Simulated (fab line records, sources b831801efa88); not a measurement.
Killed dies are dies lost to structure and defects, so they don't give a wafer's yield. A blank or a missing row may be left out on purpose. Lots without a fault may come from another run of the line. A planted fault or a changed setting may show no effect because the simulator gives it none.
A struck lot beside a sound one | flow sky130 | 15 steps out of a route of 708
Sound: wafers L726.2, L726.4, L726.5. Struck: wafers L732.1, L732.2, L732.6. The cause comes at the end.
At each step with rows: each side's tool, then ch and its chambers, then its first start. Under that, the readings that differ: sound wafers | struck wafers | difference of the means | sigmas: that difference in standard deviations of wafers without a fault.
alike: readings whose means differ by less than 2 such deviations, and words and numbers that are the same on both sides. not compared: withheld readings, readings that some wafer has no value for, bounds like >300 that may hide the same value, and numbers for which the record gives no deviation and whose values overlap.
The two part at a step that has a row with sigmas, a row that says differs or no value, or rows on one side only. Numbers that don't overlap but have no deviation are shown without sigmas and don't part them. A reading that every wafer of one side lacks parts them only if that side has two wafers or more.

first, 6 steps without rows for these wafers: SKY_GATE_OXIDE_HMDS_04 (prime time 60 s); SKY_GATE_OXIDE_COAT_05 (resist thk 1140 nm); SKY_GATE_OXIDE_SOFTBAKE_06 (time 60 s); SKY_GATE_OXIDE_EXPOSE_07 (exposes mask LVOM, target cd 600 nm); SKY_GATE_OXIDE_PEB_08; SKY_GATE_OXIDE_DEVELOP_09 (develop time 60 s).
SKY_GATE_OXIDE_OVL_MEAS_10:
  sound on overlay-02, day 16 17:01; struck on overlay-01, day 19 01:51
  alike: GATE_OXIDE_OVL
then, 2 steps without rows for these wafers: SKY_GATE_OXIDE_IMPLANT_11; SKY_GATE_OXIDE_WET_ETCH_12 (etches SiO2 in dHF, target depth 16.8 nm, time 336 s).
SKY_GATE_OXIDE_STRIP_13: strips in O2/N2.
  sound on plasma_asher-04 ch 0,1, day 16 17:17; struck on plasma_asher-04 ch 0,1, day 19 02:08
  alike: drypump_motor_current_A, oes_product_au, strip_time_to_endpoint_s
  not compared: rf_hours_counter_h
SKY_GATE_OXIDE_TW_MEAS_14:
  sound on film_metro-02, day 16 17:24; struck on film_metro-01, day 19 02:14
  reading       | sound             | struck            | difference | sigmas
  GATE_OXIDE_TW | 221.4 220.0 220.4 | 226.7 227.3 227.3 | +6.5       | +3
then, 1 step without rows for these wafers: SKY_GATE_OXIDE_CLEAN_15 (cleans in SC1/SC2, time 150 s).
SKY_GATE_OXIDE_OXIDATION_16: stabilise 600 s, purge 300 s, target thk 3.57 nm.
  sound on furnace-01 ch 0, day 16 17:44; struck on furnace-01 ch 0, day 19 02:32
  reading                                           | sound                | struck               | difference | sigmas
  spike_tc_bottom_C (C)                             | 814.5 813.6 813.5    | 832.2 832.5 831.7    | +18.3      | +13
  spike_tc_centre_C (C)                             | 803.6 802.2 801.6    | 819.4 821.4 818.0    | +17.1      | +18
  spike_tc_lower_C (C)                              | 799.6 798.1 799.4    | 816.5 817.6 818.3    | +18.4      | +19
  spike_tc_top_C (C)                                | 810.9 808.2 809.4    | 827.2 827.6 826.4    | +17.6      | +15
  spike_tc_upper_C (C)                              | 798.9 800.7 800.9    | 818.3 816.9 818.0    | +17.6      | +16
  tube_center_temp_C (C)                            | 799.97 799.94 799.99 | 818.16 818.19 818.14 | +18.20     | +99 or more
  tube_center_temp_C_max                            | 801.6 802.5 801.8    | 820.6 820.3 820.2    | +18.4      | +59
  model.SiO2_of_GATE_OXIDE_OXIDATION_01.thk_nm (nm) | 11.74 11.74 11.72    | 12.23 12.26 12.22    | +0.50      |
then, 1 step without rows for these wafers: SKY_POLY_GATE_CVD_00 (deposits poly-Si, target thk 180 nm, time 720 s).
-- the record jumps here: 30 days lie between the struck wafers' starts before and after (it left off in module POLY_GATE and takes up again in module PAD_OPEN, whose first step shown is number 708 of the route) --
SKY_PAD_OPEN_PROBE_99:
  sound on prober-02, day 47 15:24; struck on prober-01, day 49 07:36
  no value came back on the struck wafers for any of 8 readings (model.etest.nfet_16v.r_on_ohm_um, model.etest.pfet_01v8.r_on_ohm_um and others); on the sound wafers model.etest.nfet_16v.r_on_ohm_um reads 1.408e+04 1.386e+04 1.411e+04
  reading     | sound    | struck                                                                     | difference                   | sigmas
  hold        | - - -    | await_dispo/3.3h/release await_dispo/3.3h/release await_dispo/3.3h/release | no value on the sound wafers |
  killed_open | 53 46 35 | 59 62 62                                                                   | +16                          | +2
  alike: killed_at_M0_to_M3, killed_at_M4_up, killed_at_contacts, killed_at_front_end, killed_at_other, killed_dies, killed_short

WHERE THEY PART
First at SKY_GATE_OXIDE_TW_MEAS_14; last, within this record, at SKY_PAD_OPEN_PROBE_99.

WHY: what the simulator had put in
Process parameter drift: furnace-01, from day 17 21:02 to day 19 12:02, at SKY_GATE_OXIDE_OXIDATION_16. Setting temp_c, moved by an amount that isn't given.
